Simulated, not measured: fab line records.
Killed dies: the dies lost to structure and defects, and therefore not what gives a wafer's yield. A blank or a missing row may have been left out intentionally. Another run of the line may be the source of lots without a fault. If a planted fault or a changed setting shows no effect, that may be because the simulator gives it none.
Which tool did it? | flow sky130 | 30 wafers sampled from 10 lots at 1 step of a route of 708

## WHAT EACH GAUGE READ, for each wafer
SKY_FIELD_ISO_BOW_MEAS_00.
lot  | measured    | on           | INCOMING_BOW (um)
L246 | day 1 15:02 | filmMetro-01 | 5 2 5
L249 | day 2 06:02 | filmMetro-02 | 4 4 1
L255 | day 3 12:01 | filmMetro-01 | -6 -11 17
L256 | day 3 17:02 | filmMetro-02 | 3 -2 -2
L257 | day 3 22:01 | filmMetro-01 | -1 -5 -3
L258 | day 4 03:00 | filmMetro-02 | 1 2 4
L262 | day 4 23:01 | filmMetro-03 | 8 7 0
L266 | day 5 19:01 | filmMetro-01 | 1 -8 -6
L267 | day 6 00:00 | filmMetro-02 | 6 -5 7
L268 | day 6 05:00 | filmMetro-03 | 2 -7 10

## EACH LOT AND THE TOOL THAT RAN IT (in order: tool; ch and the chambers of the sampled wafers; start)
The record holds no process step before these readings.

## THE ANSWER, worked out from the rows above alone
Rule: what is usual is taken from the lots themselves. The widest of any qualifying gaps counts: lots, ordered by their means at a reading, are off when they make up no more than a third of the lots, leave a main group of 4 or more, and stand apart from it by 3 or more times the standard deviation of that group's means. A main group whose means are all the same, to the digits that the tables above print for the reading, isn't used. A lot without any number at a reading at which 4 lots or more have one is off too. Where the step has rows for the other lots, those lots are counted as sound.
No lot is off at any reading shown: from this, nothing can be told.

## WHAT THE SIMULATOR HAD PUT IN
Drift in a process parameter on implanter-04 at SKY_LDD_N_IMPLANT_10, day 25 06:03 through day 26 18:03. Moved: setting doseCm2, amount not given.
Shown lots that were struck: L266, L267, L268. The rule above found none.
